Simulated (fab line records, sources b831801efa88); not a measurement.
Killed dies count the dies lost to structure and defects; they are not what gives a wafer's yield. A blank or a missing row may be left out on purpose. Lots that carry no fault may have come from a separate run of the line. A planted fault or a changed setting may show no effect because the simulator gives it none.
Which tool did it? | flow sky130 | Sampling: 6 lots, 18 wafers, 4 of 708 route steps

WHAT THE GAUGES SHOWED, per wafer
SKY_CAP2M_OVL_MEAS_12.
lot  | measured     | on         | CAP2M_OVL (nm)
L924 | day 40 17:38 | overlay-02 | 1.1 0.5 -0.9
L928 | day 42 04:46 | overlay-01 | -1.5 -1.2 -4.2
L930 | day 43 00:02 | overlay-02 | 0.3 1.4 0.6
L932 | day 43 12:01 | overlay-01 | -0.3 -4.4 0.6
L934 | day 43 20:58 | overlay-01 | 0.0 -0.9 0.0
L943 | day 46 03:19 | overlay-02 | -0.2 -1.7 -0.8

EACH LOT AND THE TOOL THAT RAN IT (in order: tool; ch and the chambers of the sampled wafers; start)
lot  | SKY_VT_ADJUST_PCH_STRIP_09           | SKY_METAL3_DESCUM_15              | SKY_VIA3_CMP_02
L924 | plasma asher-02 ch 0,1, day 10 10:23 | rie metal-04 ch 0,1, day 38 14:08 | cmp-01 ch 0,1,3, day 38 15:26
L928 | plasma asher-01 ch 0,1, day 12 01:01 | rie metal-01 ch 0,1, day 40 01:59 | cmp-01 ch 0,2,3, day 40 03:12
L930 | plasma asher-02 ch 0,1, day 12 18:02 | rie metal-01 ch 0,1, day 40 21:41 | cmp-02 ch 1,3, day 40 22:50
L932 | plasma asher-02 ch 0,1, day 13 08:51 | rie metal-03 ch 0,1, day 41 11:00 | cmp-01 ch 0,1,3, day 41 12:12
L934 | plasma asher-02 ch 0,1, day 13 18:37 | rie metal-01 ch 0,1, day 41 19:41 | cmp-01 ch 0,1, day 41 20:57
L943 | plasma asher-03 ch 0,1, day 16 21:08 | rie metal-04 ch 0,1, day 44 05:11 | cmp-02 ch 1,2,3, day 44 06:36
- SKY_VT_ADJUST_PCH_STRIP_09: strips in O2/N2.
- SKY_METAL3_DESCUM_15: chemistry O2, time 8 s.
- SKY_VIA3_CMP_02: polishes SiO2.

THE ANSWER, worked out from the rows above alone
Rule: usual is defined by the lots themselves. Put in order of their means at a reading, lots are off if they are a third of the lots or fewer, leave a main group of 4 or more, and stand apart from it by a gap of 3 or more times the standard deviation of the main group's means; of several such gaps the widest counts. A main group is skipped when, at the precision printed for the reading in the tables above, its means are all equal. Also off: a lot with no number at a reading for which 4 or more lots have one. All remaining lots with rows at the step are treated as sound.
No lot is off at any reading shown: from this, nothing can be told.

WHAT HAD BEEN PUT IN BY THE SIMULATOR
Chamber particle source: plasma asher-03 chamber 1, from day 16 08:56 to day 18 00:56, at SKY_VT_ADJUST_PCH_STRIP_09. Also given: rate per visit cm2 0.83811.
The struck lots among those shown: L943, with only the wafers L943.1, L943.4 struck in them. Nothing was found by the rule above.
